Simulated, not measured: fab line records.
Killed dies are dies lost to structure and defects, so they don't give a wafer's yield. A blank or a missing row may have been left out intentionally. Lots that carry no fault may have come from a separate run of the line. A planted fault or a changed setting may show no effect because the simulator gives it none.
Code-filled problem report in 8D (eight disciplines) form | flow sfqLine | the parts of the form that need people (team, actions taken, sign-off) are left out

== 1. WHAT WENT WRONG ==
Wafers without a fault read 2999.9 rpm, standard deviation 1.9; spinSpeedRpm at SFQ_TRILAYER_C5_LITHO_COAT_156 reads a mean of 2954.0 rpm on 6 wafers belonging to 2 lots. That is -24 standard deviations from the usual mean.
The step: resist thk 62 nm.
Seen first at day 64 06:37 on lithoTrack-03, wafer L470.3. Wafers with a number at this step in the record: 42, from 14 lots. Rule for "out", or "out of limits": more than 4 standard deviations from the usual mean. All remaining wafers that have a number are taken as sound.

== 2. WHAT IT IS; WHAT IT IS NOT ==
question                    | is                     | is not
which readings at this step | spinSpeedRpm           | -
which lots                  | L470, L471             | L463, L464, L465, L468, L477, L478, L479, L482, L483, L484, L485, L486
which wafers of those lots  | all that have a number | -
read on which tools         | lithoTrack-03          | lithoTrack-02, lithoTrack-04
when                        | from day 64 06:37      | up to then (12 sound wafers); but 24 sound wafers of L477, L478, L479, L482, L483, L484, L485, L486 came after

== 3. SUSPECTS, AND WHAT RULES EACH OUT ==
Counting: a tool stays on the suspect list if, at a process step up to the reading, it processed all lots that are out and no sound lot following the first of them.
- lithoTrack-03 at SFQ_TRILAYER_C5_LITHO_COAT_156 (resist thk 62 nm): ruled out as a lasting fault. Following L470 (day 64 06:37), the first lot on it that is out, the sound lots L483, L484 were run on it.
Left after counting: nothing in the record.

== 4. THE CAUSE (what the simulator had put in) ==
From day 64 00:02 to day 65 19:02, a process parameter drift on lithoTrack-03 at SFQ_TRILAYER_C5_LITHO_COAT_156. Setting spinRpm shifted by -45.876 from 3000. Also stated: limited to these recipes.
Counting ruled it out, wrongly.

== 5. SEQUENCE OF EFFECTS, ordered by route ==
Each row: a reading whose mean over the struck wafers that have a number lies more than 3 standard deviations from the usual. Only readings for which the record gives a usual standard deviation are gone through. hours: the time from each lot's start at the first step in this table that gives one to its start at this step, as a median over the lots. sigmas: the change in usual standard deviations.
hours | step                           | reading      | usual      | on struck wafers | change | sigmas
0     | SFQ_TRILAYER_C5_LITHO_COAT_156 | spinSpeedRpm | 2999.9 rpm | 2954.0           | -45.9  | -24
Here are the process steps it includes:
- SFQ_TRILAYER_C5_LITHO_COAT_156: resist thk 62 nm.

== 6. HOW IT WOULD HAVE BEEN CAUGHT EARLIER ==
First out-of-limits reading in this record: day 64 06:37, which is 7 hours after fault onset at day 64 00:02.
